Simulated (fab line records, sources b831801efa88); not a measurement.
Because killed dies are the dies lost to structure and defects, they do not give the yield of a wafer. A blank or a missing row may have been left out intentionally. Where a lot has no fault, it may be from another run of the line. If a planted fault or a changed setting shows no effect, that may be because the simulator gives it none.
The same fault as seen by 2 desks	flow sky130	each desk holds nothing but its own numbers, with what lay behind them at the end

## AT THE METROLOGY DESK
What the gauges read for every lot (on any tool): the sampled wafers with a number, averaged. A lot is out of limits, marked OUT, if its mean lies more than 4 standard deviations from the usual mean; the brackets give that distance.
Columns: A = SONOS_ONO_CVD_02_THK at SKY_SONOS_ONO_THK_MEAS_03, usual 10.44 nm
lot	first seen here	A
L157	day 12 08:27	10.26
L158	day 12 12:39	10.53
L159	day 12 20:47	10.57
L160	day 13 23:55	10.27
L162	day 14 00:58	10.62
L161	day 14 03:50	10.57
L164	day 14 13:54	10.43
L165	day 14 18:19	10.19
L166	day 14 20:33	10.42
L168	day 15 16:23	10.39
L174	day 18 01:00	10.49
L175	day 18 01:04	10.51
L177	day 18 23:48	10.49
L178	day 19 04:18	10.37
L179	day 19 10:27	10.40
This desk's finding: nothing out of limits on any of the 15 lots.

## DESK OF THE TOOL OWNER: cmp-01
The tool's own readings at SKY_VIA4_CMP_21 (polishes, stops on SiO2, t overpolish 25 s, target thk 0 nm): means of the sampled wafers that have a number, for each lot that ran on this tool. A lot is out of limits, marked OUT, if its mean lies more than 4 standard deviations from the usual mean; the brackets give that distance.
Columns: A = motor current A at SKY_VIA4_CMP_21, usual 10.4 A; B = overpolish run s at SKY_VIA4_CMP_21, usual 24.999 s; C = time to endpoint s at SKY_VIA4_CMP_21, usual 122 s
lot	first seen here	A	B	C
L157	day 43 16:05	10.4	24.989	119
L158	day 43 21:03	10.7	25.003	121
L159	day 44 02:38	10.4	24.998	127
L164	day 45 12:09	10.7	24.995	124
L168	day 46 10:32	10.7	25.003	122
L174	day 48 00:28	10.9	16.674 (-99 or more) OUT	148 (+6.0) OUT
L175	day 48 03:25	9.9	12.512 (-99 or more) OUT	156 (+7.8) OUT
L177	day 48 20:55	11.1	16.681 (-99 or more) OUT	143 (+4.8) OUT
This desk finds L174, L175, L177 out of limits, L174 being first, at day 48 00:28 (overpolish run s at SKY_VIA4_CMP_21). Within limits: L157, L158, L159, L164, L168.

## PUT TOGETHER
The tool owner's desk had the chance to raise an alarm at day 48 00:28 on L174, L175, L177.
Metrology desk: nothing out of limits seen.
The metrology desk holds a record of L174, L175, L177, inside its limits.
All the named lots went through SKY_VIA4_CMP_21 on cmp-01.

## WHAT HAD BEEN PUT IN BY THE SIMULATOR
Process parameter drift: cmp-01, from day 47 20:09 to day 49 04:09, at SKY_VIA4_CMP_21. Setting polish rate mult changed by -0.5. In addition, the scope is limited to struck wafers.
Lots struck among those shown: L174, L175, L177.
Hours from the fault's start to each desk's first reading out of limits: the tool owner's desk, 4.
